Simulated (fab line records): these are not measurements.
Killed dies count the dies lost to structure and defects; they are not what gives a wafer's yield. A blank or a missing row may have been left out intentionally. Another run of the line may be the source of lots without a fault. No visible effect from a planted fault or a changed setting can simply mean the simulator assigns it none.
The tool behind it: which one? || flow gf180mcu || 10 lots, 30 wafers sampled, at 4 steps of a route of 602

WHAT EACH GAUGE READ, for each wafer
GF_M1_OVL_MEAS_15.
{"lot": "L163", "measured": "day 17 00:07", "on": "overlay-02", "M1_OVL (nm)": "0 0 2"}
{"lot": "L168", "measured": "day 19 10:26", "on": "overlay-01", "M1_OVL (nm)": "4 4 8"}
{"lot": "L170", "measured": "day 20 02:07", "on": "overlay-01", "M1_OVL (nm)": "10 0 -7"}
{"lot": "L172", "measured": "day 20 23:50", "on": "overlay-01", "M1_OVL (nm)": "9 3 11"}
{"lot": "L175", "measured": "day 21 13:49", "on": "overlay-01", "M1_OVL (nm)": "0 12 -4"}
{"lot": "L177", "measured": "day 22 06:43", "on": "overlay-02", "M1_OVL (nm)": "-2 4 -1"}
{"lot": "L178", "measured": "day 22 16:04", "on": "overlay-02", "M1_OVL (nm)": "6 4 -5"}
{"lot": "L182", "measured": "day 24 00:01", "on": "overlay-01", "M1_OVL (nm)": "4 1 3"}
{"lot": "L183", "measured": "day 24 10:40", "on": "overlay-01", "M1_OVL (nm)": "4 19 21"}
{"lot": "L186", "measured": "day 25 02:49", "on": "overlay-01", "M1_OVL (nm)": "9 9 8"}

GF_V2_RS_MEAS_24: the measuring method here is four-point-probe.
{"lot": "L163", "measured": "day 20 06:45", "on": "film metro-01", "V2_W_RS (ohm/sq)": "0.335 0.335 0.334"}
{"lot": "L168", "measured": "day 22 15:29", "on": "film metro-03", "V2_W_RS (ohm/sq)": "0.330 0.326 0.331"}
{"lot": "L170", "measured": "day 23 05:51", "on": "film metro-01", "V2_W_RS (ohm/sq)": "0.331 0.335 0.332"}
{"lot": "L172", "measured": "day 24 02:01", "on": "film metro-03", "V2_W_RS (ohm/sq)": "0.335 0.333 0.335"}
{"lot": "L175", "measured": "day 24 15:40", "on": "film metro-02", "V2_W_RS (ohm/sq)": "0.326 0.335 0.335"}
{"lot": "L177", "measured": "day 25 08:14", "on": "film metro-01", "V2_W_RS (ohm/sq)": "0.335 0.334 0.334"}
{"lot": "L178", "measured": "day 25 15:55", "on": "film metro-03", "V2_W_RS (ohm/sq)": "0.341 0.338 0.339"}
{"lot": "L182", "measured": "day 26 19:56", "on": "film metro-03", "V2_W_RS (ohm/sq)": "0.266 0.267 0.265 0.266 0.267 0.265"}
{"lot": "L183", "measured": "day 27 06:37", "on": "film metro-03", "V2_W_RS (ohm/sq)": "0.262 0.264 0.262 0.262 0.264 0.262"}
{"lot": "L186", "measured": "day 27 21:53", "on": "film metro-03", "V2_W_RS (ohm/sq)": "0.332 0.334 0.328"}

GF_V2_THK_MEAS_25: measures by xrf.
{"lot": "L163", "measured": "day 20 06:52", "on": "film metro-01", "V2_W_THK (nm)": "359 358 359"}
{"lot": "L168", "measured": "day 22 15:36", "on": "film metro-03", "V2_W_THK (nm)": "360 369 362"}
{"lot": "L170", "measured": "day 23 05:58", "on": "film metro-01", "V2_W_THK (nm)": "363 363 363"}
{"lot": "L172", "measured": "day 24 02:08", "on": "film metro-03", "V2_W_THK (nm)": "350 356 352"}
{"lot": "L175", "measured": "day 24 15:47", "on": "film metro-02", "V2_W_THK (nm)": "371 360 361"}
{"lot": "L177", "measured": "day 25 08:21", "on": "film metro-01", "V2_W_THK (nm)": "358 363 362"}
{"lot": "L178", "measured": "day 25 16:02", "on": "film metro-03", "V2_W_THK (nm)": "350 351 352"}
{"lot": "L182", "measured": "day 26 22:41", "on": "film metro-03", "V2_W_THK (nm)": "451 452 454 453 451 453"}
{"lot": "L183", "measured": "day 27 10:55", "on": "film metro-03", "V2_W_THK (nm)": "454 451 456 453 449 449"}
{"lot": "L186", "measured": "day 27 22:00", "on": "film metro-03", "V2_W_THK (nm)": "357 357 360"}

WHAT TOOL EACH LOT RAN ON (gives the tool, then ch and the chambers of the sampled wafers, and finally the start)
{"lot": "L163", "GF_V2_CVD_23": "cvd w-01 ch 0,1, day 20 06:37"}
{"lot": "L168", "GF_V2_CVD_23": "cvd w-02 ch 0,1, day 22 15:21"}
{"lot": "L170", "GF_V2_CVD_23": "cvd w-01 ch 0,1, day 23 05:44"}
{"lot": "L172", "GF_V2_CVD_23": "cvd w-01 ch 0,1, day 24 01:55"}
{"lot": "L175", "GF_V2_CVD_23": "cvd w-02 ch 1, day 24 15:34"}
{"lot": "L177", "GF_V2_CVD_23": "cvd w-02 ch 1, day 25 08:00"}
{"lot": "L178", "GF_V2_CVD_23": "cvd w-01 ch 0, day 25 15:48"}
{"lot": "L182", "GF_V2_CVD_23": "cvd w-02 ch 0,1, day 26 19:37"}
{"lot": "L183", "GF_V2_CVD_23": "cvd w-02 ch 0,1, day 27 06:30"}
{"lot": "L186", "GF_V2_CVD_23": "cvd w-01 ch 0,1, day 27 21:46"}
- GF_V2_CVD_23: deposits W, target thk 350 nm, time 104.94 s.

AS READ BY THE TOOLS THEMSELVES (means over the sampled wafers that have a number; for cases with no such wafer, the mark the record gives instead)
GF_V2_CVD_23.
{"lot": "L163", "tool": "cvd w-01", "heater power w (W)": 886, "susceptor temp C (C)": 399.95}
{"lot": "L168", "tool": "cvd w-02", "heater power w (W)": 817, "susceptor temp C (C)": 399.97}
{"lot": "L170", "tool": "cvd w-01", "heater power w (W)": 939, "susceptor temp C (C)": 399.75}
{"lot": "L172", "tool": "cvd w-01", "heater power w (W)": 883, "susceptor temp C (C)": 399.94}
{"lot": "L175", "tool": "cvd w-02", "heater power w (W)": 836, "susceptor temp C (C)": 400.16}
{"lot": "L177", "tool": "cvd w-02", "heater power w (W)": 837, "susceptor temp C (C)": 400.16}
{"lot": "L178", "tool": "cvd w-01", "heater power w (W)": 855, "susceptor temp C (C)": 400.11}
{"lot": "L182", "tool": "cvd w-02", "heater power w (W)": 894, "susceptor temp C (C)": 412.00}
{"lot": "L183", "tool": "cvd w-02", "heater power w (W)": 896, "susceptor temp C (C)": 411.94}
{"lot": "L186", "tool": "cvd w-01", "heater power w (W)": 902, "susceptor temp C (C)": 400.09}

THE ANSWER, worked out from the rows above alone
Rule: the lots themselves supply what counts as usual. Put in order of their means at a reading, lots are off if they are a third of the lots or fewer, leave a main group of 4 or more, and stand apart from it by a gap of 3 or more times the standard deviation of the main group's means; of several such gaps the widest counts. Not used: any main group whose means are identical at the precision the tables above print for the reading. Also off: a lot with no number at a reading for which 4 or more lots have one. The other lots that the step has rows for count as sound. After the gauges, taken in route order, come the tools' own readings; for these a lot's mean is taken, as printed above. At the first step where some lot is off, the reading lying furthest off is the one used; lots without a number count as furthest.
Off: L182, L183, seen at GF_V2_RS_MEAS_24 (V2_W_RS). Main group: mean 0.333 ohm/sq, sd 0.0028.
A tool fits if, at a process step before that reading, it ran every lot that is off, and no sound lot after the first of them. The gauges at GF_V2_RS_MEAS_24 aren't tried: what is off there is off at GF_V2_CVD_23 too, on other tools, and a gauge's error can't cause that. One fits: cvd w-02 at GF_V2_CVD_23. A fault onset in the window from L177 (day 25 08:00, its last sound lot) to L182 (day 26 19:37, its first lot off) fits.
On the lots that are off, the tool's own readings at GF_V2_CVD_23 differ by more than 5 times the standard deviation of the sound lots' means, which bears it out; susceptor temp C reads 411.97 C there versus 400.02 C on the sound lots.

WHAT THE SIMULATOR HAD INSERTED
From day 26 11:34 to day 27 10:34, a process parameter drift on cvd w-02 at GF_V2_CVD_23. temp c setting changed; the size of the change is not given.
Struck lots among those shown: L182, L183. The rule above found the same.
